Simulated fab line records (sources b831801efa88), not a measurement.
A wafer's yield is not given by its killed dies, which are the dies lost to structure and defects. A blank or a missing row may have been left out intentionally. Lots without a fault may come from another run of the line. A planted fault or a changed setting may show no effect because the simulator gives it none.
fab line records    flow gf180mcu
record: lots: 6  wafers: 18  last_day: 34
route steps=602 shown V2@397 M3@409
lots that met no fault: taken from a fault-free run of the same line
start_h: hours from the record's opening day to when the first of the lot's shown wafers began    wait_h: hours from the lot's prior step to this one    " identical to the entry in the row above    L1.1+2: a single row standing in for several wafers    - no value present, or no start provided    * or withheld: withheld    < > ~ a bound
route shown NAME@n: names a module that has steps shown in the file, with the first one's number in the route    usual: average and standard deviation across the fault-free wafers    same: alike in all rows    chamber/n: place in a boat    sites: per-site readings    _std_site: standard deviation of those values    _edge_site: mean of outer sites minus mean of inner sites    radius_mm: for every site, how far away it sits from the centre of the wafer    mask NAME#n: copy n    behind: the tool/chamber that last shaped the wafer    hold: why the lot went on hold/how many hours it stayed there/how the hold came to an end    device: which transistor (n, p or np) failed to switch    end of line: the same wafers' tests at the end of the route    a step without rows: its recipe alone    killed: at the first sort, the dies lost to defects and structure; wafer yield is something else    map: dies across one wafer; x = killed, . = not, _ = none there
set.NAME: the run value of the setting; set.NAME@STEP: its run value at that earlier step    model.NAME: the simulator's own value behind a step, which no gauge read
lots at some steps of the route; a table a step, a row a wafer
services: when a tool's chamber went out of use (start_h, in hours from the record's first day, below 0 if earlier), for how many hours, and the reason
== steps ==
step: GF_V2_OVL_MEAS_15
usual: V2_OVL: 1/5
lot.wafer  tool        chamber  start_h  wait_h  V2_OVL[nm]
L965.2     overlay-02  -        500.81   0.1     0
L965.4     "           -        "        "       1
L965.5     "           -        "        "       -1
L969.4     overlay-01  -        537.02   0.1     1
L969.5     "           -        "        "       3
L969.6     "           -        "        "       1
L975.4     overlay-02  -        581.46   0.1     -1
L975.5     "           -        "        "       -6
L975.6     "           -        "        "       -9
L980.2     overlay-01  -        621.15   0.1     5
L980.5     "           -        "        "       1
L980.6     "           -        "        "       -3
L981.2     overlay-02  -        625.30   0.1     3
L981.3     "           -        "        "       3
L981.6     "           -        "        "       0
L982.1     overlay-01  -        629.79   0.1     7
L982.2     "           -        "        "       7
L982.3     "           -        "        "       5
step: GF_V2_ETCH_16
recipe: chemistry: N2/H2  target_depth_a: withheld  overetch_a: withheld  time_s: withheld  target: BARC  ion_energy_ev: 200  source_w: 500  bias_w: 100  pressure_mtorr: 30  n2_flow_sccm: 100  h2_flow_sccm: 200
step: GF_V2_ETCH_17
recipe: chemistry: C4F8/O2/Ar  mask_material: KrF  target: SiO2  stop_on: TiN  source_w: 1500  bias_w: 1200  pressure_mtorr: 40  c4f8_flow_sccm: withheld  O2_flow_sccm: 6  Ar_flow_sccm: 300  time_s: withheld  target_depth_a: 6300
step: GF_V2_STRIP_18
recipe: chemistry: O2/N2  power_w: 1400  pressure_mtorr: 1500  platen_temp_c: 250  o2_flow_sccm: 3000  n2_flow_sccm: 300  overash_fraction: 0.5
usual: drypump_motor_current_A: 5.92/0.26  heater_power_w: 301/28  n2_flow_sccm: 300.0/0.82  oes_product_au: 0.591/0.0049
lot.wafer  tool             chamber  start_h  wait_h  drypump_motor_current_A  heater_power_w  n2_flow_sccm  oes_product_au  rf_hours_counter_h
L965.2     plasma_asher-01  1        500.97   -       5.93                     290             299.4         0.587           7
L965.4     "                1        "        "       5.92                     292             299.9         0.592           -
L965.5     "                0        "        "       6.22                     324             299.9         0.591           -
L969.4     plasma_asher-03  0        537.20   -       6.19                     266             300.9         0.587           -
L969.5     "                1        "        "       5.76                     325             299.6         0.576           -
L969.6     "                0        "        "       6.21                     262             301.9         0.590           -
L975.4     plasma_asher-03  1        581.64   -       5.74                     324             299.0         0.598           -
L975.5     "                0        "        "       6.17                     261             299.4         0.584           -
L975.6     "                1        "        "       5.72                     319             300.3         0.583           -
L980.2     plasma_asher-03  0        621.30   -       6.22                     264             300.4         0.591           54
L980.5     "                0        "        "       6.19                     260             300.9         0.590           -
L980.6     "                1        "        "       5.76                     322             300.0         0.595           -
L981.2     plasma_asher-01  1        625.45   -       5.93                     292             300.1         0.587           21
L981.3     "                0        "        "       6.19                     314             299.7         0.583           -
L981.6     "                0        "        "       6.21                     313             300.4         0.589           -
L982.1     plasma_asher-03  1        629.96   -       5.77                     318             300.2         0.595           56
L982.2     "                0        "        "       6.21                     257             298.7         0.590           56
L982.3     "                0        "        "       6.19                     265             298.7         0.586           -
step: GF_V2_STRIP_19
recipe: chemistry: post_etch_residue_remover  time_s: 1200  temp_c: 72.5
step: GF_V2_CLEAN_20
recipe: chemistry: DIW  dry: n2_spin
step: GF_V2_SPUTTER_21
recipe: material: Ti  target_thk_nm: 15  chamber_pressure_pa: 5  power_w: 2500  substrate_temp_c: 200  time_s: 80.02
usual: cathode_dc_power_W: 2500.0/0.5  throttle_valve_pct: 29.7/0.66
lot.wafer  tool            chamber  start_h  wait_h  cathode_dc_power_W  throttle_valve_pct
L965.2     pvd_sputter-04  -        501.54   0.0     2499.2              30.9
L965.4     "               -        "        "       2500.6              30.1
L965.5     "               -        "        "       2498.5              30.3
L969.4     pvd_sputter-03  -        537.74   0.0     2500.0              28.5
L969.5     "               -        "        "       2500.7              29.2
L969.6     "               -        "        "       2499.8              30.1
L975.4     pvd_sputter-01  -        582.14   0.0     2500.2              29.6
L975.5     "               -        "        "       2499.7              30.4
L975.6     "               -        "        "       2499.2              29.5
L980.2     pvd_sputter-01  -        621.98   0.0     2500.1              29.2
L980.5     "               -        "        "       2500.3              30.6
L980.6     "               -        "        "       2500.8              29.1
L981.2     pvd_sputter-03  -        626.00   0.0     2500.4              29.1
L981.3     "               -        "        "       2499.5              30.1
L981.6     "               -        "        "       2500.0              29.6
L982.1     pvd_sputter-01  -        630.53   0.0     2499.9              29.7
L982.2     "               -        "        "       2500.3              29.0
L982.3     "               -        "        "       2499.7              29.8
step: GF_V2_SPUTTER_22
recipe: material: TiN  target_thk_nm: 10  chamber_pressure_pa: 5  power_w: 4000  time_s: 40
usual: cathode_dc_power_W: 4000.0/0.76  throttle_valve_pct: 29.7/0.63
lot.wafer  tool            chamber  start_h  wait_h  cathode_dc_power_W  throttle_valve_pct
L965.2     pvd_sputter-04  -        501.60   0.0     4000.8              30.8
L965.4     "               -        "        "       3999.0              29.9
L965.5     "               -        "        "       3999.7              30.1
L969.4     pvd_sputter-03  -        537.80   0.0     4000.5              28.8
L969.5     "               -        "        "       4000.1              29.6
L969.6     "               -        "        "       3999.3              29.9
L975.4     pvd_sputter-01  -        582.20   0.0     3999.5              30.0
L975.5     "               -        "        "       4000.1              30.4
L975.6     "               -        "        "       3998.0              28.9
L980.2     pvd_sputter-01  -        622.04   0.0     3999.9              29.3
L980.5     "               -        "        "       3999.8              30.5
L980.6     "               -        "        "       4000.0              29.1
L981.2     pvd_sputter-03  -        626.06   0.0     3998.3              29.0
L981.3     "               -        "        "       3999.2              30.2
L981.6     "               -        "        "       4000.7              29.6
L982.1     pvd_sputter-01  -        630.59   0.0     3999.3              30.1
L982.2     "               -        "        "       4000.0              29.4
L982.3     "               -        "        "       4001.1              30.1
step: GF_V2_CVD_23
recipe: material: W  target_thk_nm: 350  time_s: 104.94  temp_c: 400  pressure_torr: 40
step: GF_V2_RS_MEAS_24
recipe: thk_meas_gauge: four-point-probe  reads: W_of_V2_CVD_23+TiN_of_V2_SPUTTER_22+Ti_of_V2_SPUTTER_21
usual: V2_W_RS: 0.328/0.004
lot.wafer  tool           chamber  start_h  wait_h  V2_W_RS[ohm/sq]
L965.2     film_metro-03  -        501.88   0.2     0.327
L965.4     "              -        "        "       0.325
L965.5     "              -        "        "       0.328
L969.4     film_metro-04  -        538.02   0.1     0.335
L969.5     "              -        "        "       0.331
L969.6     "              -        "        "       0.322
L975.4     film_metro-01  -        582.41   0.1     0.334
L975.5     "              -        "        "       0.330
L975.6     "              -        "        "       0.331
L980.2     film_metro-01  -        622.21   0.1     0.333
L980.5     "              -        "        "       0.337
L980.6     "              -        "        "       0.333
L981.2     film_metro-04  -        626.23   0.1     0.327
L981.3     "              -        "        "       0.326
L981.6     "              -        "        "       0.330
L982.1     film_metro-03  -        630.74   0.1     0.329
L982.2     "              -        "        "       0.326
L982.3     "              -        "        "       0.326
step: GF_V2_THK_MEAS_25
recipe: thk_meas_gauge: xrf  reads: W_of_V2_CVD_23
usual: V2_W_THK: 349/5.5
lot.wafer  tool           chamber  start_h  wait_h  V2_W_THK[nm]
L965.2     film_metro-03  -        501.99   0.1     350
L965.4     "              -        "        "       353
L965.5     "              -        "        "       348
L969.4     film_metro-04  -        538.11   0.1     336
L969.5     "              -        "        "       340
L969.6     "              -        "        "       350
L975.4     film_metro-01  -        582.50   0.1     347
L975.5     "              -        "        "       351
L975.6     "              -        "        "       352
L980.2     film_metro-01  -        622.32   0.1     347
L980.5     "              -        "        "       343
L980.6     "              -        "        "       349
L981.2     film_metro-04  -        626.34   0.1     344
L981.3     "              -        "        "       344
L981.6     "              -        "        "       341
L982.1     film_metro-03  -        630.86   0.1     346
L982.2     "              -        "        "       350
L982.3     "              -        "        "       349
step: GF_V2_CMP_26
recipe: stop_on: SiO2  down_force_psi: 3.5  platen_rpm: 60  t_overpolish_s: 15  target_thk_nm: 0  pad_velocity_m_s: 0.94248
usual: head_pressure_psi: 3.500/0.0077  motor_current_A: 11.4/1.5  overpolish_run_s: 15.001/0.01  retaining_ring_pressure_frac: 1.001/0.0047  time_to_endpoint_s: 85/4.7
same: t_overpolish_s: 15
lot.wafer  tool    chamber  start_h  wait_h  head_pressure_psi  motor_current_A  overpolish_run_s  retaining_ring_pressure_frac  time_to_endpoint_s
L965.2     cmp-01  3        502.14   0.1     3.510              9.2              14.990            1.007                         84
L965.4     "       0        "        "       3.486              10.6             14.995            0.998                         83
L965.5     "       1        "        "       3.489              11.0             15.016            0.990                         79
L969.4     cmp-02  1        538.19   0.1     3.513              13.9             15.005            0.997                         77
L969.5     "       0        "        "       3.488              13.5             15.018            1.003                         82
L969.6     "       1        "        "       3.514              13.9             14.996            1.001                         78
L975.4     cmp-02  0        582.68   0.2     3.499              13.0             15.007            1.008                         82
L975.6     "       1        "        "       3.501              13.3             14.996            1.000                         81
L975.5     "       2        "        "       3.496              10.5             15.016            0.998                         91
L980.2     cmp-02  0        622.63   0.3     3.496              13.0             14.989            1.009                         85
L980.5     "       3        "        "       3.500              13.0             14.993            1.002                         83
L980.6     "       0        "        "       3.499              13.0             15.009            1.002                         84
L981.3     cmp-02  3        626.39   0.0     3.486              13.4             15.014            1.004                         84
L981.2     "       2        "        "       3.488              10.4             15.014            0.992                         87
L981.6     "       0        "        "       3.493              12.9             15.003            1.002                         80
L982.3     cmp-01  0        630.92   0.0     3.510              11.1             14.997            0.994                         85
L982.1     "       2        "        "       3.495              10.0             15.011            0.999                         93
L982.2     "       3        "        "       3.507              9.4              15.006            1.001                         89
step: GF_M3_SPUTTER_00
recipe: material: Ti  target_thk_nm: 37.5  arriving_ion_energy_ev: 80  substrate_temp_c: 200  chamber_pressure_pa: 2  power_w: 4000  time_s: 150
usual: cathode_dc_power_W: 4000.1/0.72  throttle_valve_pct: 29.7/0.69
lot.wafer  tool            chamber  start_h  wait_h  cathode_dc_power_W  throttle_valve_pct  model.Ti_of_M3_SPUTTER_00.thk_nm
L965.2     pvd_sputter-03  -        502.34   0.1     4000.3              29.1                38.51
L965.4     "               -        "        "       4000.1              30.2                37.98
L965.5     "               -        "        "       4001.3              29.0                38.46
L969.4     pvd_sputter-02  -        538.44   0.2     4001.4              29.0                37.21
L969.5     "               -        "        "       3999.6              29.0                37.14
L969.6     "               -        "        "       3998.6              29.4                37.31
L975.4     pvd_sputter-03  -        582.83   0.1     3096.6              29.0                29.7
L975.5     "               -        "        "       3096.9              29.0                29.95
L975.6     "               -        "        "       3097.2              28.6                29.77
L980.2     pvd_sputter-03  -        622.88   0.2     3095.8              28.9                29.73
L980.5     "               -        "        "       3095.8              28.9                29.83
L980.6     "               -        "        "       3095.7              30.2                29.29
L981.2     pvd_sputter-02  -        626.69   0.1     4000.9              29.0                37.19
L981.3     "               -        "        "       3999.1              30.0                36.83
L981.6     "               -        "        "       3999.7              29.3                36.36
L982.1     pvd_sputter-01  -        631.22   0.1     4000.5              30.6                37.55
L982.2     "               -        "        "       3998.9              29.6                36.86
L982.3     "               -        "        "       3999.1              29.0                37.67
step: GF_M3_SPUTTER_01
recipe: material: TiN  target_thk_nm: 30  power_w: 6500  time_s: 25  chamber_pressure_pa: 0.4
usual: cathode_dc_power_W: 6499.9/1.1  throttle_valve_pct: 29.7/0.7
lot.wafer  tool            chamber  start_h  wait_h  cathode_dc_power_W  throttle_valve_pct
L965.2     pvd_sputter-03  -        502.44   0.1     6499.7              29.0
L965.4     "               -        "        "       6499.1              30.2
L965.5     "               -        "        "       6499.0              29.3
L969.4     pvd_sputter-02  -        538.54   0.1     6499.5              29.3
L969.5     "               -        "        "       6499.6              29.2
L969.6     "               -        "        "       6500.9              29.4
L975.4     pvd_sputter-03  -        582.93   0.1     6501.2              28.8
L975.5     "               -        "        "       6499.2              28.8
L975.6     "               -        "        "       6500.8              28.6
L980.2     pvd_sputter-03  -        622.98   0.1     6501.6              28.7
L980.5     "               -        "        "       6499.6              28.9
L980.6     "               -        "        "       6502.9              30.3
L981.2     pvd_sputter-02  -        626.79   0.1     6501.0              28.8
L981.3     "               -        "        "       6499.3              30.1
L981.6     "               -        "        "       6498.0              29.0
L982.1     pvd_sputter-01  -        631.32   0.1     6498.0              30.6
L982.2     "               -        "        "       6499.8              29.6
L982.3     "               -        "        "       6501.6              29.3
== services ==
tool             chamber  start_h  hours  kind
pvd_sputter-03   -        480.73   2.1    repair
cmp-02           -        485.18   1.0    repair
pvd_sputter-01   -        490.10   2.8    repair
pvd_sputter-03   -        507.21   5.4    repair
cmp-01           -        515.14   7.2    pm
cmp-02           -        529.59   8.5    pm
pvd_sputter-04   -        546.51   5.0    repair
pvd_sputter-04   -        569.97   4.2    repair
cmp-01           -        572.10   4.0    pm
cmp-01           -        576.10   -      consumable_replace:conditioner
cmp-01           -        576.10   -      consumable_replace:pad
plasma_asher-01  -        577.50   13.9   pm
pvd_sputter-02   3        591.70   -      consumable_replace:kit
pvd_sputter-02   3        591.70   18.0   scheduled_down
pvd_sputter-02   3        591.70   18.0   vent_cycle
pvd_sputter-02   -        593.36   6.3    repair
pvd_sputter-01   3        599.31   -      consumable_replace:kit
pvd_sputter-01   3        599.31   18.0   scheduled_down
pvd_sputter-01   3        599.31   18.0   vent_cycle
plasma_asher-01  -        627.11   14.6   pm
== key ==
first_sign: step: GF_M3_SPUTTER_00  reading: cathode_dc_power_W  direction: down  sigmas: 99+  usual: 4000.1  struck: 3096.3
effect none on later readings
model_effect: step: GF_M3_SPUTTER_00  value: Ti_of_M3_SPUTTER_00.thk_nm  without: 38.18  struck: 29.71
met_at GF_M3_SPUTTER_00
struck_wafers L975.4,L975.5,L975.6,L980.2,L980.5,L980.6
onset_between 502.34 582.83
fault: kind: process_parameter_drift  tool: pvd_sputter-03  chamber: -  onset_h: 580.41  steps: GF_M3_SPUTTER_00  channel: power_w  offset: -903.43  shape: step  end_h: 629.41  acts_in: these_recipes_only  stated: 4000
